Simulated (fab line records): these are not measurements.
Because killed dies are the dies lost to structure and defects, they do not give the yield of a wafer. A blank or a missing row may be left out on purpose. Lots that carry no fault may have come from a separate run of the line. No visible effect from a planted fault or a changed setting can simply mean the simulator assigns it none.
Code-filled problem report in 8D (eight disciplines) form | flow sky130 | the parts of the form that need people (team, actions taken, sign-off) are left out

1. THE ISSUE
Mean of bias-w at SKY_METAL2_METAL_ETCH_19: 60.07 W across 4 wafers in 2 lots; on wafers with no fault it is 48.48 W (standard deviation 0.13). Measured from the usual mean, that is +89 standard deviations.
The step: etches the open film in Cl2/BCl3, stops on SiO2, target depth 360 nm, time 78 s.
Seen first at day 38 07:52 on rie-metal-03, wafer L684.1. The record holds 30 wafers of 10 lots with a number at this step. Rule for "out", or "out of limits": more than 4 standard deviations from the usual mean. The other wafers with a number count as sound.

2. WHAT IT IS AND WHAT IT IS NOT
question                    | is                             | is not
which readings at this step | bias-w                         | drypump-motor-current-A, oes-product-au, throttle-valve-pct
which lots                  | L684, L687                     | L677, L680, L683, L688, L696, L697, L698, L699
which wafers of those lots  | L684.1, L684.3, L684.6, L687.6 | L687.1, L687.5
read on which tools         | rie-metal-03                   | rie-metal-02, rie-metal-04
when                        | from day 38 07:52              | up to then (9 sound wafers); but 17 sound wafers of L687, L688, L696, L697, L698, L699 came after

3. SUSPECTS, AND WHAT RULES EACH OUT
Counting: if a tool at a process step up to the reading ran every lot that is out, it stays a suspect. Sound lots after the first of them don't rule it out here, since some wafers of a struck lot are sound.
- rie-metal-03 at SKY_METAL2_ETCH_18 (etches BARC in N2/H2, stops on SiO2, time 45.9 s, target depth 60 nm): kept. It processed each lot that is out (first: L684, day 38 07:47); up to then, its last sound lot is L683 (day 37 10:37).
- rie-metal-03 at SKY_METAL2_METAL_ETCH_19 (etches the open film in Cl2/BCl3, stops on SiO2, target depth 360 nm, time 78 s): kept. It processed each lot that is out (first: L684, day 38 07:52); up to then, its last sound lot is L683 (day 37 10:41). Its own readings are out on those wafers: bias-w.
- At SKY_METAL2_ETCH_18 on rie-metal-03, chamber 1 took the sound wafers of the same lots and chamber 0 took the wafers that are out.
- At SKY_METAL2_METAL_ETCH_19 on rie-metal-03, chamber 1 took the sound wafers of the same lots and chamber 0 took the wafers that are out.
Left after counting: rie-metal-03 at SKY_METAL2_ETCH_18, rie-metal-03 at SKY_METAL2_METAL_ETCH_19.

4. THE CAUSE (what the simulator had put in)
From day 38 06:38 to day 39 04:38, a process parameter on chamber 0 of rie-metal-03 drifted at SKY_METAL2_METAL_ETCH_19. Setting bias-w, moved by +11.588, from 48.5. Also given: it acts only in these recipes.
Of the 2 suspects that counting leaves, this tool is one.

5. THE CHAIN OF EFFECTS, in route order
Each row: a reading where the mean over the struck wafers with a number is more than 3 standard deviations away from the usual. Readings are gone through only where the record gives a usual standard deviation; hours: the median, over the lots, of the time from a lot's start at the first step in this table giving one to that lot's start at this step; sigmas: the change measured in usual standard deviations.
hours | step                     | reading                  | usual   | on struck wafers | change | sigmas
0     | SKY_METAL2_METAL_ETCH_19 | bias-w                   | 48.48 W | 60.07            | +11.59 | +89
0     | SKY_METAL2_STRIP_20      | strip-time-to-endpoint-s | 2.69 s  | 2.45             | -0.24  | -4.4
It contains these process steps:
- SKY_METAL2_METAL_ETCH_19: etches the open film in Cl2/BCl3, stops on SiO2, target depth 360 nm, time 78 s.
- SKY_METAL2_STRIP_20: strips in O2/N2.
Later measuring or inspecting steps at which every struck wafer that the step has a row for has a number for every such reading, and none has moved that far: SKY_VIA2_THK_MEAS_01.

6. WHAT WOULD HAVE CAUGHT IT SOONER
In this record the first reading out of limits was taken at day 38 07:52, 1 hour after the fault began at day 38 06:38.
